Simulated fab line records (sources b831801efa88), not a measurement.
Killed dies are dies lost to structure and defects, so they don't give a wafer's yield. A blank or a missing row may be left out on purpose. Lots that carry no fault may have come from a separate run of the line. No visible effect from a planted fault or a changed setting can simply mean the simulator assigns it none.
Chamber matching | flow gf180mcu | GF_V2_CMP_26 on cmp-01: 4 sister chambers
The step polishes, stops on SiO2, t overpolish 15 s, target thk 0 nm. 8 wafers are shown with their chamber, then 7 later ones without.

== WAFERS, EACH WITH ITS CHAMBER ==
wafer  | chamber | motor-current-A (A) | time-to-endpoint-s (s)
L478.5 | 1       | 10.1                | 79
L477.2 | 1       | 9.6                 | 76
L477.6 | 0       | 9.9                 | 79
L482.2 | 2       | 13.2                | 91
L482.3 | 3       | 13.8                | 85
L482.6 | 3       | 13.6                | 86
L485.1 | 0       | 10.6                | 77
L485.2 | 2       | 13.9                | 82

== WAFERS WHOSE CHAMBER IS MISSING ==
wafer  | motor-current-A (A) | time-to-endpoint-s (s)
L485.4 | 10.3                | 75
L487.1 | 10.4                | 79
L487.2 | 13.7                | 86
L487.3 | 10.7                | 76
L490.1 | 10.4                | 85
L490.4 | 9.9                 | 79
L490.5 | 10.1                | 81

== EACH ONE'S CHAMBER ==
wafer  | from the rows above     | in truth
L485.4 | can't be placed: 0 or 1 | 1
L487.1 | can't be placed: 0 or 1 | 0
L487.2 | can't be placed: 3 or 2 | 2
L487.3 | can't be placed: 0 or 1 | 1
L490.1 | can't be placed: 0 or 1 | 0
L490.4 | can't be placed: 1 or 0 | 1
L490.5 | can't be placed: 0 or 1 | 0
Correctly placed: 0 of 7. These rows do not allow placing 7 (true chamber among the candidates in 7). 0 placed wrongly.
How it was worked out, from the rows above alone: a wafer's distance from a chamber is the root of the sum, over the readings, of the square of ((its reading less the chamber's mean) divided by the reading's scatter). The wafer belongs to the nearest chamber; if the next one is less than 2 further off, it can't be placed. The mean given for a chamber averages the wafers shown for that chamber. The scatter is the square root of a quotient: the sum, over the shown wafers, of each reading's squared deviation from its chamber's mean, divided by wafers minus chambers.
